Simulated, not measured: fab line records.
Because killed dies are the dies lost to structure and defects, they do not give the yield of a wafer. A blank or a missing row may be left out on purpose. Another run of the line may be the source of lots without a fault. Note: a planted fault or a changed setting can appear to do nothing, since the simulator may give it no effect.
Which of the tools did it? / flow sky130 / 11 lots, 33 wafers sampled, at 2 steps of a route of 708

WHAT EACH GAUGE READ, for each wafer
SKY_METAL1_THK_MEAS_06: measures by xrf. Usual: METAL1_ALCU_THK gives 247 nm (standard deviation 3.1).
lot=L704; measured=day 32 11:55; on=film-metro-04; METAL1_ALCU_THK (nm)=245 248 246; flag=
lot=L705; measured=day 33 05:55; on=film-metro-01; METAL1_ALCU_THK (nm)=251 253 251; flag=
lot=L706; measured=day 33 07:16; on=film-metro-01; METAL1_ALCU_THK (nm)=250 247 252; flag=
lot=L716; measured=day 37 04:56; on=film-metro-02; METAL1_ALCU_THK (nm)=243 244 245; flag=
lot=L717; measured=day 37 08:40; on=film-metro-01; METAL1_ALCU_THK (nm)=243 248 248; flag=
lot=L719; measured=day 37 14:56; on=film-metro-04; METAL1_ALCU_THK (nm)=244 241 243; flag=
lot=L718; measured=day 38 06:55; on=film-metro-02; METAL1_ALCU_THK (nm)=248 245 245; flag=
lot=L721; measured=day 38 07:42; on=film-metro-01; METAL1_ALCU_THK (nm)=246 249 251; flag=
lot=L720; measured=day 38 08:04; on=film-metro-02; METAL1_ALCU_THK (nm)=246 248 251; flag=
lot=L723; measured=day 38 13:43; on=film-metro-01; METAL1_ALCU_THK (nm)=252 246 248; flag=
lot=L724; measured=day 38 19:26; on=film-metro-04; METAL1_ALCU_THK (nm)=254 246 247; flag=

WHICH TOOL RAN EACH LOT (tool, then ch and the chambers of the sampled wafers, then the start)
lot=L704; SKY_CONTACT_ETCH_16=rie-diel-03 ch 0,1,2, day 32 10:15
lot=L705; SKY_CONTACT_ETCH_16=rie-diel-03 ch 0,1,3, day 33 04:11
lot=L706; SKY_CONTACT_ETCH_16=rie-diel-03 ch 0,1,2, day 33 05:36
lot=L716; SKY_CONTACT_ETCH_16=rie-diel-02 ch 0,1,2, day 37 03:17
lot=L717; SKY_CONTACT_ETCH_16=rie-diel-04 ch 0,2,3, day 37 07:00
lot=L719; SKY_CONTACT_ETCH_16=rie-diel-04 ch 1,2, day 37 13:17
lot=L718; SKY_CONTACT_ETCH_16=rie-diel-02 ch 1,2,3, day 38 05:17
lot=L721; SKY_CONTACT_ETCH_16=rie-diel-04 ch 0,3, day 38 06:03
lot=L720; SKY_CONTACT_ETCH_16=rie-diel-03 ch 1,2,3, day 38 06:26
lot=L723; SKY_CONTACT_ETCH_16=rie-diel-04 ch 0,1, day 38 12:03
lot=L724; SKY_CONTACT_ETCH_16=rie-diel-04 ch 1,3, day 38 17:47
- SKY_CONTACT_ETCH_16: etches BARC in N2/H2, stops on SiO2, time 45.9 s, target depth 60 nm.

WHAT THE TOOLS THEMSELVES READ (means of the sampled wafers that have a number; where no wafer has one, the mark that the record gives instead)
SKY_CONTACT_ETCH_16. Usual: drypump-motor-current-A 5.7 A, standard deviation 0.48; oes-product-au 0.855 a.u., standard deviation 0.0045; throttle-valve-pct 13.224 %, standard deviation 0.0095.
lot=L704; tool=rie-diel-03; drypump-motor-current-A (A)=5.7; oes-product-au (a.u.)=0.852; throttle-valve-pct (%)=13.226; flag=
lot=L705; tool=rie-diel-03; drypump-motor-current-A (A)=5.9; oes-product-au (a.u.)=0.856; throttle-valve-pct (%)=13.217; flag=
lot=L706; tool=rie-diel-03; drypump-motor-current-A (A)=5.7; oes-product-au (a.u.)=0.857; throttle-valve-pct (%)=13.211; flag=
lot=L716; tool=rie-diel-02; drypump-motor-current-A (A)=5.9; oes-product-au (a.u.)=0.856; throttle-valve-pct (%)=13.228; flag=
lot=L717; tool=rie-diel-04; drypump-motor-current-A (A)=5.4; oes-product-au (a.u.)=0.849; throttle-valve-pct (%)=13.222; flag=
lot=L719; tool=rie-diel-04; drypump-motor-current-A (A)=5.4; oes-product-au (a.u.)=0.857; throttle-valve-pct (%)=13.221; flag=
lot=L718; tool=rie-diel-02; drypump-motor-current-A (A)=6.0; oes-product-au (a.u.)=0.850; throttle-valve-pct (%)=13.213; flag=
lot=L721; tool=rie-diel-04; drypump-motor-current-A (A)=5.4; oes-product-au (a.u.)=0.854; throttle-valve-pct (%)=13.230; flag=
lot=L720; tool=rie-diel-03; drypump-motor-current-A (A)=5.6; oes-product-au (a.u.)=0.855; throttle-valve-pct (%)=13.220; flag=
lot=L723; tool=rie-diel-04; drypump-motor-current-A (A)=5.4; oes-product-au (a.u.)=0.857; throttle-valve-pct (%)=13.228; flag=
lot=L724; tool=rie-diel-04; drypump-motor-current-A (A)=5.6; oes-product-au (a.u.)=0.855; throttle-valve-pct (%)=13.233; flag=

THE ANSWER, worked out from the rows above alone
Rule: a lot is off if the mean of its wafers that have a number lies more than 3 standard deviations from the usual mean. Also off: a lot with no number at a reading for which 4 or more lots have one. All remaining lots with rows at the step are treated as sound. First the gauges in route order, then the tools' own readings, where a lot's mean is used as printed above. At the first step where some lot is off, the reading lying furthest off is the one used; lots without a number count as furthest.
Across all readings shown, no lot is off: no conclusion can be drawn from this.

WHAT THE SIMULATOR HAD INSERTED
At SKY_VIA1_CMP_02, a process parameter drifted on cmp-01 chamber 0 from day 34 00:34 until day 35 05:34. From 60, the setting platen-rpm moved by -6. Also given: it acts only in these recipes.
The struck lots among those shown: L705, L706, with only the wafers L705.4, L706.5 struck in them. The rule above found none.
